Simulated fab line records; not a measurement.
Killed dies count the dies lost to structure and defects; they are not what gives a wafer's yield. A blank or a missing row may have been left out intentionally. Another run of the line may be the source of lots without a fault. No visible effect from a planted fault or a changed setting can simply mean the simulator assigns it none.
Comparing a struck lot with a sound one    flow gf180mcu    14 out of 602 route steps
Sound: these wafers, L603.2, L603.4, L603.5. Wafers L612.2, L612.4, L612.6 were the ones struck. The cause is given at the end.
For every step that has rows: the tool of each side, followed by ch and its chambers, followed by its first start. Under that, the readings that differ: sound wafers    struck wafers    difference of the means    sigmas: that difference in standard deviations of wafers without a fault.
alike: same words and numbers on both sides, and readings whose means sit less than 2 such deviations apart. not compared: any withheld reading, any reading some wafer has no value for, any bound like >300 that may hide the same value, and any number with overlapping values for which the record gives no deviation.
The two part at a step that has a row with sigmas, a row that says differs or no value, or rows on one side only. Non-overlapping numbers with no deviation appear without sigmas and do not part them. A reading that every wafer of one side lacks parts them only if that side has two wafers or more.

GF_DUAL_GATE_STRIP_13: strips in O2/N2.
  sound on plasma asher-01 ch 0, day 9 08:02; struck on plasma asher-01 ch 0,1, day 12 04:34
  alike: drypump motor current A, heater power w, o2 flow sccm, oes product au, strip time to endpoint s
  not compared: rf hours counter h
then, 3 steps without rows for these wafers: GF_DUAL_GATE_CLEAN_14 (cleans in SC1/SC2, time 150 s); GF_DUAL_GATE_OXIDATION_15 (stabilise 600 s, purge 300 s, target thk 7.098 nm); GF_POLY_GATE_CVD_00 (deposits poly-Si, target thk 200 nm, time 1200 s).
GF_POLY_GATE_THK_MEAS_01:
  struck on film metro-01, day 12 07:37; sound on film metro-04, day 9 14:29
  alike: POLY_GATE_CVD_00_THK
then, 7 steps without rows for these wafers: GF_POLY_GATE_DEHYDRATE_02 (time 60 s); GF_POLY_GATE_HMDS_03 (prime time 60 s); GF_POLY_GATE_COAT_04; GF_POLY_GATE_COAT_05 (resist thk 700 nm); GF_POLY_GATE_SOFTBAKE_06 (time 60 s); GF_POLY_GATE_EXPOSE_07 (exposes mask Poly2, target cd 280 nm); GF_POLY_GATE_PEB_08 (peb time 88.27 s).
GF_POLY_GATE_DEVELOP_09: develop time 60 s.
  sound on litho track-02 ch 0, day 10 09:31; struck on litho track-01, day 13 03:17
  no value came back on the struck wafers for chill plate temp C (C), develop time s (s), exhaust pa (Pa); on the sound wafers chill plate temp C (C) reads 22.84 23.05 22.85
reading                                     sound              struck             difference  sigmas
model.KrF_of_POLY_GATE_COAT_05.thk nm (nm)  684.7 685.3 687.5  700.2 701.6 701.6  +15.3       
GF_POLY_GATE_CD_MEAS_10: target cd 280 nm.
  struck on cd sem-02, day 13 03:26; sound on cd sem-01, day 10 09:39
reading     sound              struck  difference                     sigmas
cd nm (nm)  280.7 281.5 282.0  - - -   no value on the struck wafers  

## WHERE THEY PART
At GF_POLY_GATE_DEVELOP_09 first; at GF_POLY_GATE_CD_MEAS_10 last (within this record only).

WHY: whatever the simulator had introduced
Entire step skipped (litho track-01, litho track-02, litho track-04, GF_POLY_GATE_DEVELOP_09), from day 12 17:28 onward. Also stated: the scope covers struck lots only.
